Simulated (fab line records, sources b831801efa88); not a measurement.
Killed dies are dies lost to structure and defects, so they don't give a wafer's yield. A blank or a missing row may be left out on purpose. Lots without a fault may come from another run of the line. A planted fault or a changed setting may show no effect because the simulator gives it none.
fab line records | flow gf180mcu
record lots=12 wafers=35 last_day=34
route steps=602 shown V2@383 V4@491 V5@563 TOP_METAL@569
lots that met no fault: from a run of the same line without faults
start_h: hours from the record's first day to the start of the lot's first wafer shown | wait_h: hours since the lot's step before | " the same as in the row above | L1.1+2: a row that stands for several wafers | - no value, or no start given | * or withheld: withheld | < > ~ a bound
route shown NAME@n: a module of which the file shows steps, and the number in the route of the first | usual: mean/standard deviation of fault-free wafers | same: alike in all rows | chamber/n: place in a boat | sites: the reading at each site | _std_site: their standard deviation | _edge_site: outer sites' mean less inner sites' | radius_mm: how far each site lies from the wafer's centre | mask NAME#n: copy n | behind: the tool/chamber that last shaped the wafer | hold: why the lot was held/for how many hours/how that ended | device: the transistor (n, p or np) that didn't switch | end of line: the same wafers' tests at the end of the route | a step without rows: its recipe alone | killed: dies lost to structure and defects at the first sort, not the wafer's yield | map: a wafer's dies, x killed, . not, _ none there
set.NAME: the setting as run; set.NAME@STEP: as run at that earlier step | model.NAME: the simulator's own value behind a step, which no gauge read
steps of the route over a sample of lots; a table a step, a row a wafer
services: from which hour (start_h, from the record's first day; less than 0 if before it) a tool's chamber was out of use, for how many hours, and why
## steps
# step GF_V2_THK_MEAS_01
# recipe reads=SiO2_of_V2_CVD_00
# usual V2_CVD_00_THK=598/5.7
# columns lot.wafer tool chamber start_h wait_h V2_CVD_00_THK[nm]
L984.1 film_metro-03 - 448.48 0.0 608
L984.3 " - " " 609
L984.6 " - " " 603
L985.1 film_metro-04 - 458.63 0.0 602
L985.2 " - " " 606
L985.5 " - " " 604
L986.1 film_metro-02 - 462.69 0.0 594
L986.3 " - " " 588
L986.5 " - " " 588
L989.2 film_metro-03 - 493.16 0.0 601
L989.4 " - " " 603
L989.6 " - " " 603
L990.1 film_metro-03 - 502.99 0.0 593
L990.5 " - " " 597
L997.3 film_metro-04 - 560.77 0.1 599
L997.5 " - " " 598
L997.6 " - " " 592
L100.1 film_metro-02 - 586.16 0.0 592
L100.2 " - " " 594
L100.5 " - " " 597
L102.1 film_metro-04 - 597.59 0.0 596
L102.2 " - " " 598
L102.5 " - " " 598
L103.1 film_metro-03 - 601.54 0.0 605
L103.3 " - " " 608
L103.4 " - " " 602
L104.3 film_metro-04 - 611.28 0.1 598
L104.4 " - " " 595
L104.5 " - " " 594
L105.3 film_metro-02 - 617.75 0.1 598
L105.5 " - " " 601
L105.6 " - " " 603
L106.2 film_metro-02 - 627.34 0.0 610
L106.4 " - " " 595
L106.5 " - " " 603
# step GF_V4_OVL_MEAS_15
# usual V4_OVL=-2/5.1
# columns lot.wafer tool chamber start_h wait_h V4_OVL[nm]
L984.1 overlay-01 - 570.52 0.1 -6
L984.3 " - " " -8
L984.6 " - " " -5
L985.1 overlay-01 - 581.26 0.1 6
L985.2 " - " " -1
L985.5 " - " " -5
L986.1 overlay-01 - 583.26 0.1 -5
L986.3 " - " " -2
L986.5 " - " " -7
L989.2 overlay-01 - 610.32 0.1 -6
L989.4 " - " " -8
L989.6 " - " " -7
L990.1 overlay-01 - 618.22 0.1 0
L990.5 " - " " 7
L997.3 overlay-01 - 669.47 0.1 -7
L997.5 " - " " 0
L997.6 " - " " -2
L100.1 overlay-02 - 693.37 0.1 0
L100.2 " - " " -5
L100.5 " - " " 5
L102.1 overlay-01 - 703.60 0.1 -1
L102.2 " - " " 8
L102.5 " - " " 2
L103.1 overlay-02 - 706.32 0.1 -3
L103.3 " - " " 1
L103.4 " - " " -5
L104.3 overlay-01 - 714.23 0.1 0
L104.4 " - " " -13
L104.5 " - " " -1
L105.3 overlay-01 - 720.63 0.1 -10
L105.5 " - " " 0
L105.6 " - " " -10
L106.2 overlay-02 - 727.87 0.1 -4
L106.4 " - " " 5
L106.5 " - " " 0
# step GF_V5_CVD_23
# recipe material=W target_thk_nm=350 time_s=104.9 temp_c=400 pressure_torr=40
# usual heater_power_w=875/64
# columns lot.wafer tool chamber start_h wait_h heater_power_w
L984.1 cvd_w-01 0 637.34 0.0 884
L984.3 " 0 " " 875
L984.6 " 0 " " 862
L985.1 cvd_w-01 0 647.75 0.0 873
L985.2 " 1 " " 787
L985.5 " 1 " " 825
L986.1 cvd_w-01 1 649.09 0.0 819
L986.3 " 1 " " 843
L986.5 " 1 " " 817
L989.2 cvd_w-01 1 673.99 0.0 800
L989.4 " 1 " " 802
L989.6 " 0 " " 866
L990.1 cvd_w-01 1 681.17 0.0 818
L990.5 " 1 " " 825
L997.3 cvd_w-02 1 729.29 0.1 1033
L997.5 " 0 " " 873
L997.6 " 1 " " 1019
L100.1 cvd_w-01 1 750.53 0.0 814
L100.2 " 0 " " 910
L100.5 " 0 " " 879
L102.1 cvd_w-01 1 759.78 0.0 806
L102.2 " 0 " " 884
L102.5 " 0 " " 883
L103.1 cvd_w-01 1 761.73 0.0 806
L103.3 " 0 " " 897
L103.4 " 1 " " 821
L104.3 cvd_w-01 1 768.16 0.1 831
L104.4 " 0 " " 882
L104.5 " 1 " " 819
L105.3 cvd_w-01 1 775.66 0.1 838
L105.5 " 0 " " 892
L105.6 " 1 " " 847
L106.2 cvd_w-01 1 780.64 0.0 822
L106.4 " 1 " " 792
L106.5 " 0 " " 891
# step GF_V5_RS_MEAS_24
# recipe thk_meas_gauge=four-point-probe reads=W_of_V5_CVD_23+TiN_of_V5_SPUTTER_22+Ti_of_V5_SPUTTER_21
# usual V5_W_RS=0.3285/0.0028
# columns lot.wafer tool chamber start_h wait_h V5_W_RS[ohm/sq]
L984.1 film_metro-02 - 637.45 0.1 0.3321
L984.3 " - " " 0.3255
L984.6 " - " " 0.3266
L985.1 film_metro-02 - 647.86 0.1 0.3297
L985.2 " - " " 0.3296
L985.5 " - " " 0.3273
L986.1 film_metro-01 - 649.20 0.1 0.3196
L986.3 " - " " 0.3289
L986.5 " - " " 0.3306
L989.2 film_metro-02 - 674.12 0.1 0.3194
L989.4 " - " " 0.3307
L989.6 " - " " 0.3271
L990.1 film_metro-02 - 681.28 0.1 0.3171
L990.5 " - " " 0.3323
L997.3 film_metro-01 - 729.40 0.1 0.3302
L997.5 " - " " 0.3315
L997.6 " - " " 0.3280
L100.1 film_metro-01 - 750.64 0.1 0.3259
L100.2 " - " " 0.3316
L100.5 " - " " 0.3272
L102.1 film_metro-03 - 759.89 0.1 0.3269
L102.2 " - " " 0.3266
L102.5 " - " " 0.3277
L103.1 film_metro-01 - 761.84 0.1 0.3309
L103.3 " - " " 0.3319
L103.4 " - " " 0.3288
L104.3 film_metro-03 - 768.28 0.1 0.3289
L104.4 " - " " 0.3322
L104.5 " - " " 0.3312
L105.3 film_metro-02 - 775.77 0.1 0.3293
L105.5 " - " " 0.3246
L105.6 " - " " 0.3290
L106.2 film_metro-02 - 780.77 0.1 0.3292
L106.4 " - " " 0.3327
L106.5 " - " " 0.3252
# step GF_V5_THK_MEAS_25
# recipe thk_meas_gauge=xrf reads=W_of_V5_CVD_23
# usual V5_W_THK=337.5/2.7
# columns lot.wafer tool chamber start_h wait_h V5_W_THK[nm]
L984.1 film_metro-02 - 637.57 0.1 332.9
L984.3 " - " " 339.5
L984.6 " - " " 341.6
L985.1 film_metro-02 - 647.98 0.1 338.9
L985.2 " - " " 337.1
L985.5 " - " " 346.0
L986.1 film_metro-01 - 649.32 0.1 343.4
L986.3 " - " " 334.9
L986.5 " - " " 334.9
L989.2 film_metro-02 - 674.23 0.1 344.4
L989.4 " - " " 332.8
L989.6 " - " " 339.2
L990.1 film_metro-02 - 681.40 0.1 347.5
L990.5 " - " " 332.6
L997.3 film_metro-01 - 729.50 0.1 338.6
L997.5 " - " " 333.9
L997.6 " - " " 339.4
L100.1 film_metro-01 - 750.76 0.1 343.7
L100.2 " - " " 335.5
L100.5 " - " " 339.7
L102.1 film_metro-03 - 760.01 0.1 338.5
L102.2 " - " " 339.2
L102.5 " - " " 338.4
L103.1 film_metro-01 - 761.96 0.1 335.8
L103.3 " - " " 335.3
L103.4 " - " " 337.6
L104.3 film_metro-03 - 768.38 0.1 337.1
L104.4 " - " " 334.3
L104.5 " - " " 334.1
L105.3 film_metro-02 - 775.87 0.1 336.7
L105.5 " - " " 340.8
L105.6 " - " " 337.1
L106.2 film_metro-02 - 780.88 0.1 337.7
L106.4 " - " " 332.1
L106.5 " - " " 340.9
# step GF_TOP_METAL_SPUTTER_02
# recipe material=AlCu target_thk_nm=900 power_w=10600 chamber_pressure_pa=0.3 substrate_temp_c=250 gas=Ar time_s=47.82
# usual throttle_valve_pct=30.2/0.95
# columns lot.wafer tool chamber start_h wait_h throttle_valve_pct
L984.1 pvd_sputter-01 - 638.06 0.0 27.8
L984.3 " - " " 29.7
L984.6 " - " " 31.0
L985.1 pvd_sputter-04 - 648.47 0.0 30.4
L985.2 " - " " 30.2
L985.5 " - " " 30.5
L986.1 pvd_sputter-04 - 649.81 0.0 30.6
L986.3 " - " " 29.8
L986.5 " - " " 30.5
L989.2 pvd_sputter-04 - 674.71 0.0 30.5
L989.4 " - " " 31.9
L989.6 " - " " 30.7
L990.1 pvd_sputter-04 - 681.89 0.0 30.1
L990.5 " - " " 30.1
L997.3 pvd_sputter-03 - 729.97 0.0 30.0
L997.5 " - " " 30.1
L997.6 " - " " 30.8
L100.1 pvd_sputter-03 - 751.25 0.0 29.9
L100.2 " - " " 30.0
L100.5 " - " " 30.9
L102.1 pvd_sputter-01 - 760.50 0.0 27.7
L102.2 " - " " 29.9
L102.5 " - " " 30.4
L103.1 pvd_sputter-04 - 762.45 0.0 30.1
L103.3 " - " " 31.7
L103.4 " - " " 30.5
L104.3 pvd_sputter-03 - 768.85 0.0 30.1
L104.4 " - " " 30.8
L104.5 " - " " 31.0
L105.3 pvd_sputter-01 - 776.35 0.0 27.6
L105.5 " - " " 29.8
L105.6 " - " " 27.6
L106.2 pvd_sputter-03 - 781.36 0.0 30.1
L106.4 " - " " 29.6
L106.5 " - " " 29.7
## services
# columns tool chamber start_h hours kind
pvd_sputter-03 - 665.04 21.5 repair
pvd_sputter-04 - 677.16 4.4 repair
cvd_w-01 - 683.13 6.9 pm
pvd_sputter-04 - 689.18 13.8 repair
pvd_sputter-01 - 695.21 1.7 repair
pvd_sputter-04 0 704.06 - consumable_replace:kit
pvd_sputter-04 0 704.06 18.0 scheduled_down
pvd_sputter-04 0 704.06 18.0 vent_cycle
cvd_w-02 1 704.41 3.7 repair
pvd_sputter-01 1 712.56 - consumable_replace:kit
pvd_sputter-01 1 712.56 18.0 scheduled_down
pvd_sputter-01 1 712.56 18.0 vent_cycle
pvd_sputter-01 - 719.26 2.5 repair
pvd_sputter-04 - 747.51 9.0 repair
pvd_sputter-04 3 758.72 - consumable_replace:kit
pvd_sputter-04 3 758.72 18.0 scheduled_down
pvd_sputter-04 3 758.72 18.0 vent_cycle
pvd_sputter-03 1 770.90 - consumable_replace:kit
pvd_sputter-03 1 770.90 18.0 scheduled_down
pvd_sputter-03 1 770.90 18.0 vent_cycle
pvd_sputter-01 - 779.62 2.5 repair
## key
first_sign step=GF_V5_RS_MEAS_24 reading=V5_W_RS direction=down sigmas=3.5 usual=0.3285 struck=0.3187
effect step=GF_V5_THK_MEAS_25 reading=V5_W_THK direction=up sigmas=2.8 usual=337.5 struck=345.1
met_at GF_V5_CVD_23
struck_lots L986,L989,L990
struck_wafers L986.1,L989.2,L990.1
not_acting_at GF_V2_THK_MEAS_01,GF_V4_OVL_MEAS_15,GF_TOP_METAL_SPUTTER_02
onset_between 647.75 649.09
fault kind=process_parameter_drift tool=cvd_w-01 chamber=- onset_h=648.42 steps=GF_V5_CVD_23 channel=target_thk_nm offset=13.483 shape=step end_h=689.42 scope=struck_wafers_only acts_in=these_recipes_only stated=350
